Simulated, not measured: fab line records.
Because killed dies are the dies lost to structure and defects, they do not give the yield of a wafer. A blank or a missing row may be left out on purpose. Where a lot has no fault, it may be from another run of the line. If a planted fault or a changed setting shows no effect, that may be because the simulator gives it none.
fab line records    flow sky130    part 2 of 2: steps 31 to 31 of 31
record lots=7  wafers=18  lastDay=50
route steps=708 shown LI_CONTACT@375 LOCAL_INTERCONNECT@387 PAD_OPEN@708
lots that met no fault: from a run of the same line without faults
startH: start of the lot's first displayed wafer, in hours after the record's first day    waitH: hours elapsed since this lot's preceding step    " as in the row above    L1.1+2: one row covering several wafers at once    - no value present, or no start provided    * or withheld: withheld    < > ~ a bound
route shown NAME@n: names a module that has steps shown in the file, with the first one's number in the route    usual: average and standard deviation across the fault-free wafers    same: alike in all rows    chamber/n: place in a boat    sites: each site's reading    _std_site: how widely they spread, as a standard deviation    _edge_site: the outer-site mean with the inner-site mean subtracted    radiusMm: how far each site lies from the wafer's centre    mask NAME#n: copy n    behind: the last tool/chamber to shape the wafer    hold: cause of the lot's hold/its duration in hours/its outcome    device: the n, p or np transistor that did not switch    end of line: the same wafers' tests at the end of the route    a step with no rows: only its recipe    killed: at the first sort, the dies lost to defects and structure; wafer yield is something else    map: dies across one wafer; x = killed, . = not, _ = none there
set.NAME: the setting that was run; set.NAME@STEP: the one run at that earlier step    model.NAME: the simulator's own value behind a step, which no gauge read
lots seen at some steps along the route; tables by step, rows by wafer
services: the hour from which a tool's chamber was out of use, counted from the record's first day as startH (under 0 if before that day), plus the number of hours and why
## steps
# step SKY_PAD_OPEN_PROBE_99
# usual killed_at_M0_to_M3=44/7.5  killed_at_M4_up=3.2/1.9  killedAtContacts=23/4.7  killedAtFrontEnd=15/4.7  killedAtOther=0.4/0.66  killedDies=87/9.3  killedOpen=47/7.2  killedShort=39/6.5
# same grossDies=492  killedAtBackSide=0
lot.wafer  tool       chamber  startH   waitH  killed_at_M0_to_M3  killed_at_M4_up  killedAtContacts  killedAtFrontEnd  killedAtOther  killedDies  killedOpen  killedShort  model.etest.resLi.lineOhmUm  model.etest.resLi.rsOhmSq
L841.2     prober-02  -        1074.95  0.1    26                  4                25                16                0              71          43          28           75.86                        12.79
L841.4     prober-02  -        1075.05  0.2    45                  4                18                16                0              83          43          40           75.16                        12.8
L841.6     prober-02  -        1075.15  0.2    43                  3                17                15                0              78          34          44           75.4                         12.91
L847.2     prober-02  -        1112.14  0.1    45                  2                25                9                 0              81          41          40           74.44                        12.72
L847.6     prober-02  -        1112.34  0.2    43                  5                26                12                0              86          44          42           71.74                        12.31
L849.2     prober-02  -        1131.05  0.1    43                  3                23                14                2              85          47          36           75.9                         12.8
L849.6     prober-02  -        1131.25  0.2    47                  5                27                11                2              92          47          43           72.48                        12.38
L850.1     prober-01  -        1132.50  0.1    42                  7                19                21                1              90          42          47           76.76                        12.96
L850.3     prober-01  -        1132.60  0.2    59                  1                25                15                0              100         48          52           72.29                        12.38
L861.2     prober-02  -        1190.00  0.1    45                  1                25                9                 0              80          42          37           77.88                        12.99
L861.4     prober-02  -        1190.10  0.2    38                  5                24                12                0              79          42          37           75.45                        12.88
L861.6     prober-02  -        1190.20  0.2    44                  1                24                15                0              84          48          36           76.38                        12.82
L864.1     prober-02  -        1199.69  0.1    38                  5                22                12                0              77          31          46           76.2                         12.7
L864.2     prober-02  -        1199.74  0.1    43                  0                27                16                0              86          44          38           74.94                        12.9
L864.3     prober-02  -        1199.79  0.2    29                  2                25                16                0              72          36          36           73.9                         12.83
L863.1     prober-01  -        1201.19  0.1    25                  4                15                22                0              66          40          26           74.02                        12.59
L863.4     prober-01  -        1201.34  0.2    38                  4                10                16                0              68          32          36           74.19                        12.66
L863.6     prober-01  -        1201.44  0.2    34                  7                26                18                0              85          51          34           74.04                        12.64
# killed by level:class
L841.2 LI_CONTACT:geometricParticle:open=13 CONTACT:geometricParticle:open=7 VIA1:geometricParticle:open=6 POLY_GATE:geometricParticle:short=5 VIA3:geometricParticle:open=5 FIELD_ISO:geometricParticle:open=4 METAL2:geometricParticle:short=4 FIELD_ISO:geometricParticle:short=3
L841.4 VIA2:geometricParticle:open=11 POLY_GATE:geometricParticle:short=8 LI_CONTACT:geometricParticle:open=7 CONTACT:geometricParticle:open=7 VIA1:geometricParticle:open=7 METAL1:geometricParticle:short=5 METAL2:geometricParticle:short=4 VIA3:geometricParticle:short=4
L841.6 VIA3:geometricParticle:open=8 LI_CONTACT:geometricParticle:open=6 VIA1:geometricParticle:short=6 VIA2:geometricParticle:open=6 VIA3:geometricParticle:short=6 POLY_GATE:geometricParticle:short=5 METAL1:geometricParticle:short=5 LI_CONTACT:geometricParticle:short=4
L847.2 VIA1:geometricParticle:open=15 CONTACT:geometricParticle:short=8 CONTACT:geometricParticle:open=8 VIA1:geometricParticle:short=7 METAL3:geometricParticle:short=6 METAL1:geometricParticle:short=4 METAL2:geometricParticle:short=4 VIA2:geometricParticle:open=4
L847.6 VIA1:geometricParticle:open=15 LI_CONTACT:geometricParticle:open=9 CONTACT:geometricParticle:open=8 VIA1:geometricParticle:short=6 METAL2:geometricParticle:short=6 VIA2:geometricParticle:open=5 CONTACT:geometricParticle:short=4 METAL4:geometricParticle:short=4
L849.2 VIA1:geometricParticle:open=11 CONTACT:geometricParticle:open=9 POLY_GATE:geometricParticle:short=6 LI_CONTACT:geometricParticle:short=6 VIA2:geometricParticle:open=6 LI_CONTACT:geometricParticle:open=5 VIA3:geometricParticle:open=5 METAL2:geometricParticle:short=4
L849.6 VIA1:geometricParticle:open=13 LI_CONTACT:geometricParticle:open=9 CONTACT:geometricParticle:short=6 VIA3:geometricParticle:open=6 VIA2:geometricParticle:open=5 LI_CONTACT:geometricParticle:short=5 CONTACT:geometricParticle:open=5 METAL2:geometricParticle:short=5
L850.1 CONTACT:geometricParticle:open=8 VIA1:geometricParticle:short=8 VIA1:geometricParticle:open=7 POLY_GATE:geometricParticle:short=7 METAL4:geometricParticle:short=7 LI_CONTACT:geometricParticle:open=6 VIA2:geometricParticle:open=6 FIELD_ISO:geometricParticle:open=4
L850.3 VIA1:geometricParticle:open=13 VIA1:geometricParticle:short=8 METAL3:geometricParticle:short=7 METAL1:geometricParticle:short=6 LOCAL_INTERCONNECT:geometricParticle:short=6 CONTACT:geometricParticle:open=6 FIELD_ISO:geometricParticle:open=5 POLY_GATE:geometricParticle:open=5
L861.2 VIA1:geometricParticle:open=11 CONTACT:geometricParticle:open=9 METAL2:geometricParticle:short=8 VIA2:geometricParticle:open=7 LOCAL_INTERCONNECT:geometricParticle:short=5 VIA1:geometricParticle:short=5 CONTACT:geometricParticle:short=5 LI_CONTACT:geometricParticle:open=4
L861.4 VIA3:geometricParticle:open=9 CONTACT:geometricParticle:open=7 METAL2:geometricParticle:short=7 LOCAL_INTERCONNECT:geometricParticle:short=6 LI_CONTACT:geometricParticle:open=4 CONTACT:geometricParticle:short=4 VIA2:geometricParticle:short=4 METAL4:geometricParticle:short=4
L861.6 CONTACT:geometricParticle:open=12 VIA3:geometricParticle:open=9 VIA2:geometricParticle:open=7 LI_CONTACT:geometricParticle:open=6 VIA1:geometricParticle:short=5 FIELD_ISO:geometricParticle:short=4 POLY_GATE:geometricParticle:short=4 METAL1:geometricParticle:short=4
L864.1 METAL2:geometricParticle:short=10 LOCAL_INTERCONNECT:geometricParticle:short=6 CONTACT:geometricParticle:open=6 METAL1:geometricParticle:short=5 VIA3:geometricParticle:short=5 VIA3:geometricParticle:open=5 FIELD_ISO:geometricParticle:open=4 LI_CONTACT:geometricParticle:open=4
L864.2 FIELD_ISO:geometricParticle:short=9 CONTACT:geometricParticle:open=9 VIA1:geometricParticle:open=9 METAL2:geometricParticle:short=9 VIA3:geometricParticle:open=7 LI_CONTACT:geometricParticle:open=6 FIELD_ISO:geometricParticle:open=4 LI_CONTACT:geometricParticle:short=4
L864.3 VIA1:geometricParticle:open=8 LI_CONTACT:geometricParticle:open=6 VIA3:geometricParticle:open=6 LOCAL_INTERCONNECT:geometricParticle:short=6 CONTACT:geometricParticle:open=6 METAL2:geometricParticle:short=6 POLY_GATE:geometricParticle:short=5 POLY_GATE:geometricParticle:open=4
L863.1 VIA1:geometricParticle:open=9 POLY_GATE:geometricParticle:short=8 LI_CONTACT:geometricParticle:open=6 POLY_GATE:geometricParticle:open=5 SPACER:geometricParticle:short=3 POLY_CUT:geometricParticle:open=3 METAL4:geometricParticle:short=3 CONTACT:geometricParticle:short=3
L863.4 METAL2:geometricParticle:short=8 VIA2:geometricParticle:open=6 VIA1:geometricParticle:open=6 FIELD_ISO:geometricParticle:short=5 FIELD_ISO:geometricParticle:open=5 CONTACT:geometricParticle:open=4 VIA3:geometricParticle:open=4 LI_CONTACT:geometricParticle:open=3
L863.6 CONTACT:geometricParticle:open=13 METAL2:geometricParticle:short=10 VIA1:geometricParticle:open=7 LI_CONTACT:geometricParticle:open=6 VIA2:geometricParticle:open=6 FIELD_ISO:geometricParticle:open=5 POLY_GATE:geometricParticle:open=5 POLY_GATE:geometricParticle:short=4
## services
tool            chamber  startH  hours  kind
rieDiel-03      2        677.98  25.7   repair
cmp-02          -        693.61  1.4    repair
pvdSputter-03   -        693.82  0.8    repair
rieMetal-01     0        698.94  1.9    repair
rieMetal-01     1        700.08  1.3    repair
rieDiel-03      1        718.14  9.3    repair
rieMetal-01     0        719.84  3.6    repair
pvdSputter-04   -        720.17  10.2   repair
rieDiel-03      -        731.23  0.6    repair
rieMetal-01     0        742.35  17.8   repair
cmp-02          -        744.00  4.0    pm
rieDiel-03      2        762.65  1.8    repair
rieDiel-03      3        767.08  7.6    repair
plasmaAsher-02  -        787.73  2.8    pm
cmp-02          -        793.30  0.3    repair
rieMetal-02     1        798.33  10.3   repair
plasmaAsher-02  -        798.73  13.0   repair
pvdSputter-04   -        803.92  2.6    repair
rieMetal-01     -        810.00  2.5    repair
cmp-02          -        822.34  0.8    repair
pvdSputter-03   -        825.67  2.4    repair
rieMetal-02     -        841.42  2.8    pm
pvdSputter-04   -        847.47  0.7    repair
rieDiel-03      3        855.48  132.0  repair
## key
firstSign step=SKY_LOCAL_INTERCONNECT_RS_MEAS_01  reading=LOCAL_INTERCONNECT_TIN_RS  direction=down  sigmas=3.9  usual=14.21  struck=13.71
effect step=SKY_LOCAL_INTERCONNECT_THK_MEAS_02  reading=LOCAL_INTERCONNECT_TIN_THK  direction=up  sigmas=3.9  usual=99.7  struck=104.0
effect step=SKY_LOCAL_INTERCONNECT_METAL_ETCH_14  reading=oesProductAu  direction=up  sigmas=2.6  usual=0.939  struck=0.956
modelEffect step=SKY_LOCAL_INTERCONNECT_SPUTTER_00  value=TiN_of_LOCAL_INTERCONNECT_SPUTTER_00.thkNm  without=99.33  struck=103.1
modelEffect step=SKY_LOCAL_INTERCONNECT_METAL_ETCH_14  value=LOCAL_INTERCONNECT.featureDepthNm  without=99.33  struck=103.1
modelEffect step=SKY_LOCAL_INTERCONNECT_STRIP_16  value=TiN_of_LOCAL_INTERCONNECT_SPUTTER_00.thkNm  without=98.91  struck=102.7
modelEffect step=SKY_PAD_OPEN_PROBE_99  value=etest.resLi.lineOhmUm  without=74.88  struck=72.17
metAt SKY_LOCAL_INTERCONNECT_SPUTTER_00
struckWafers L847.6,L849.6,L850.3
testerLeftOut L847,L849,L850
onsetBetween 677.53 725.95
fault kind=processParameterDrift  tool=pvdSputter-03  chamber=-  onsetH=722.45  steps=SKY_LOCAL_INTERCONNECT_SPUTTER_00  channel=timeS  offset=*  shape=step  endH=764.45  scope=struckWafersOnly  actsIn=*  stated=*
# testerLeftOut: of these lots the tester's yield and bins aren't shown, on N5 and GAA mostly nor the transistor test; their killed dies are dies lost to structure and defects alone, not to doping, threshold or leakage, so they don't give the yield
